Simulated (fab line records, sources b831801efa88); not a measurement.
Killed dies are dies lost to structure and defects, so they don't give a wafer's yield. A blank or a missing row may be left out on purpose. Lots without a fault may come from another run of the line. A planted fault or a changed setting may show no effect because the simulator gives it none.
Which tool did it? | flow sfq_line | 7 lots, 21 wafers sampled, at 3 steps of a route of 325

WHAT THE GAUGES READ, wafer by wafer
SFQ_M1_RS_MEAS_909: measures by four-point-probe.
lot  | measured     | on            | M1_NB_RS (ohm/sq)
L189 | day 17 09:04 | film_metro-03 | 0.883 0.886 0.887
L194 | day 19 20:38 | film_metro-03 | 0.894 0.888 0.892
L198 | day 20 20:19 | film_metro-01 | 0.883 0.886 0.883
L203 | day 23 14:05 | film_metro-02 | 0.898 0.901 0.897
L205 | day 24 15:16 | film_metro-02 | 0.885 0.881 0.875
L207 | day 25 18:29 | film_metro-01 | 0.887 0.876 0.886
L209 | day 26 23:53 | film_metro-01 | 0.892 0.897 0.899

WHICH TOOL RAN EACH LOT (tool, then ch and the chambers of the sampled wafers, then the start)
lot  | SFQ_TRILAYER_I0_DEP_PECVD_027   | SFQ_TRILAYER_I0_VIA_STRIP_STRIP_035
L189 | pecvd-01 ch 0,1,2, day 12 00:47 | rie_metal-03 ch 0,1, day 17 08:10
L194 | pecvd-02 ch 0,1,2, day 13 18:47 | rie_metal-04 ch 0, day 19 19:30
L198 | pecvd-04 ch 0,1, day 14 13:47   | rie_metal-03 ch 0,1, day 20 19:35
L203 | pecvd-02 ch 0,1, day 17 04:11   | rie_metal-02 ch 0,1, day 23 13:10
L205 | pecvd-01 ch 0,1, day 17 23:23   | rie_metal-02 ch 0,1, day 24 14:22
L207 | pecvd-02 ch 0,1,2, day 18 22:19 | rie_metal-04 ch 0,1, day 25 17:36
L209 | pecvd-01 ch 0,2, day 20 03:24   | rie_metal-03 ch 0,1, day 26 22:58
- SFQ_TRILAYER_I0_DEP_PECVD_027: deposits SiO2 from SiH4/N2O, time 111.11 s, target thk 500 nm.
- SFQ_TRILAYER_I0_VIA_STRIP_STRIP_035: strips in O2.

THE ANSWER, worked out from the rows above alone
Rule: what is usual is taken from the lots themselves. Put in order of their means at a reading, lots are off if they are a third of the lots or fewer, leave a main group of 4 or more, and stand apart from it by a gap of 3 or more times the standard deviation of the main group's means; of several such gaps the widest counts. A main group whose means are all the same, to the digits that the tables above print for the reading, isn't used. A lot without any number at a reading at which 4 lots or more have one is off too. The other lots that the step has rows for count as sound.
No lot is off at any reading shown: from this, nothing can be told.

WHAT THE SIMULATOR HAD PUT IN
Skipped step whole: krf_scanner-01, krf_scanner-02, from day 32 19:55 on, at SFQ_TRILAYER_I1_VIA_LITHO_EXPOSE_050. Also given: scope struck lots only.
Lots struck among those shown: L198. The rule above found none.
